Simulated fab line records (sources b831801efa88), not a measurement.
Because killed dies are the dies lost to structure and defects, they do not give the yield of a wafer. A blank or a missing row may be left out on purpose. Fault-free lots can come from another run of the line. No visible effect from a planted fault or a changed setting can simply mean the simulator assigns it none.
2 desks looking at one fault    flow sky130    each desk has only its own numbers; what lay behind them comes last

== DESK OF THE TOOL OWNER: litho_track-03 ==
Per lot that ran on this tool, the mean of the sampled wafers carrying a number, from the tool's own readings at SKY_POLY_GATE_SOFTBAKE_09 (time 90 s). A lot is out of limits, marked OUT, if its mean lies more than 4 standard deviations from the usual mean; the brackets give that distance.
Columns: A = exhaust_pa at SKY_POLY_GATE_SOFTBAKE_09, usual 45.0 Pa; B = heater_power_total_W at SKY_POLY_GATE_SOFTBAKE_09, usual 57.36 W; C = plate_temp_C at SKY_POLY_GATE_SOFTBAKE_09, usual 99.99 C
lot   first seen here  A     B                C
L473  day 18 12:00     46.1  57.31            99.90
L476  day 19 17:00     44.7  55.16 (-18) OUT  97.11 (-22) OUT
L477  day 19 22:00     45.8  55.06 (-19) OUT  96.97 (-23) OUT
L485  day 22 13:00     46.2  57.37            100.02
This desk finds L476, L477 out of limits, L476 being first, at day 19 17:00 (heater_power_total_W at SKY_POLY_GATE_SOFTBAKE_09). In limits: L473, L485.

== METROLOGY DESK ==
Lot by lot, what the gauges showed, no matter which tool ran the lot: averages of those sampled wafers that carry a number. A lot is out of limits, marked OUT, if its mean lies more than 4 standard deviations from the usual mean; the brackets give that distance.
Columns: A = SONOS_ONO_OVL at SKY_SONOS_ONO_OVL_MEAS_14, usual -0.5 nm; B = GATE_OXIDE_OXIDATION_00_THK at SKY_GATE_OXIDE_THK_MEAS_02, usual 10.29 nm; C = POLY_GATE_CVD_03_THK at SKY_POLY_GATE_THK_MEAS_04, usual 75.2 nm
lot   first seen here  A     B      C
L466  day 12 21:49     -2.9  10.57  74.5
L469  day 13 21:57     -0.8  10.10  74.4
L468  day 13 23:29     0.3   10.06  75.3
L470  day 14 03:49     3.2   10.13  74.2
L472  day 14 20:47     -0.8  10.63  75.7
L473  day 15 01:39     0.5   10.17  74.9
L476  day 16 07:22     1.1   10.71  75.5
L477  day 16 10:36     -0.0  10.32  75.6
L478  day 16 14:29     1.1   10.44  74.9
L483  day 18 09:08     -1.0  10.23  75.6
L485  day 18 23:58     -2.3  10.13  75.1
L486  day 19 11:10     -1.5  10.01  76.6
L487  day 20 00:16     -0.1  10.14  75.2
L488  day 20 03:49     -1.0  10.18  73.9
This desk's verdict: no lot among the 14 shows anything out of limits.

== BROUGHT TOGETHER ==
The tool owner's desk could have raised an alarm at day 19 17:00, on L476, L477.
From the metrology desk's view, nothing was out of limits.
The metrology desk holds a record of L476, L477, inside its limits.
Every lot named ran SKY_POLY_GATE_SOFTBAKE_09 on litho_track-03.

== WHAT THE SIMULATOR HAD INSERTED ==
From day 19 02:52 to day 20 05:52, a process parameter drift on litho_track-03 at SKY_POLY_GATE_SOFTBAKE_09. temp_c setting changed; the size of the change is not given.
Struck lots among those shown: L476, L477.
How many hours passed from the start of the fault until each desk's first out-of-limits reading: the tool owner's desk, 14.
